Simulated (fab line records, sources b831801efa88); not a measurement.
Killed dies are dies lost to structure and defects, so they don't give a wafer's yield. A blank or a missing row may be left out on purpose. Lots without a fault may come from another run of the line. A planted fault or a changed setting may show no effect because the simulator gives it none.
Problem report in the 8D (eight disciplines) form, filled by code | flow gf180mcu | the parts of the form that need people (team, actions taken, sign-off) are left out

1. THE PROBLEM
DUAL_GATE_OXIDATION_00_THK at GF_DUAL_GATE_THK_MEAS_03 reads a mean of 13.91 nm on 6 wafers of 2 lots; wafers without a fault read 10.84 nm with a standard deviation of 0.25. That is +12 standard deviations from the usual mean.
First seen on wafer L382.1, day 11 05:11, on film_metro-03. The record holds 39 wafers of 13 lots with a number at this step. Rule for "out", or "out of limits": more than 4 standard deviations from the usual mean. The other wafers with a number count as sound.

2. WHAT IT IS AND WHAT IT IS NOT
question                    | is                           | is not
which readings at this step | DUAL_GATE_OXIDATION_00_THK   | -
which lots                  | L382, L384                   | L369, L371, L372, L373, L374, L375, L376, L378, L380, L381, L392
which wafers of those lots  | all that have a number       | -
read on which gauges        | film_metro-03, film_metro-04 | film_metro-02
when                        | from day 11 05:11            | up to then (30 sound wafers); but 3 sound wafers of L392 came after

3. SUSPECTS, AND WHAT RULES EACH OUT
Counting: a tool at a process step up to the reading stays a suspect if it ran every lot that is out and no sound lot after the first of them.
- the gauge at GF_DUAL_GATE_THK_MEAS_03: ruled out. The wafers that are out were read on 2 gauges (film_metro-03, film_metro-04).
- rtp_anneal-01 at GF_VT_IMPLANT_RTA_45 (time 30 s): kept. It ran every lot that is out, first L382 (day 11 02:47), and no sound lot after that; its last sound lot up to then is L380 (day 10 15:19).
- furnace-01 at GF_DUAL_GATE_OXIDATION_02 (stabilise 600 s, purge 300 s, target thk 10.887 nm): ruled out as a lasting fault. Sound lots L392 ran on it after its first lot that is out, L382 (day 11 03:44).
Left after counting: rtp_anneal-01 at GF_VT_IMPLANT_RTA_45.

4. THE CAUSE (what the simulator had put in)
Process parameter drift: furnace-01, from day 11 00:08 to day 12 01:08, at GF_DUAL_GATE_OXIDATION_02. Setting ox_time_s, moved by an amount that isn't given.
Counting ruled it out, wrongly: the rule takes a fault to strike every lot that its tool runs from its start on, and this one did not.

5. THE CHAIN OF EFFECTS, in route order
Each row: a reading whose mean over the struck wafers that have a number lies more than 3 standard deviations from the usual. Only readings for which the record gives a usual standard deviation are gone through. hours: the time from each lot's start at the first step in this table that gives one to its start at this step, as a median over the lots. sigmas: the change in usual standard deviations.
hours | step                     | reading                    | usual    | on struck wafers | change | sigmas
0     | GF_DUAL_GATE_THK_MEAS_03 | DUAL_GATE_OXIDATION_00_THK | 10.84 nm | 13.91            | +3.07  | +12

6. WHAT WOULD HAVE CAUGHT IT SOONER
In this record the first reading out of limits at a measuring or inspecting step was taken at day 11 05:11, 5 hours after the fault began at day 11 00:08.
Of the tool readings at GF_DUAL_GATE_OXIDATION_02 for which the record gives a usual standard deviation, none was out on any struck wafer, so an alarm limit of 4 standard deviations on them would not have fired.
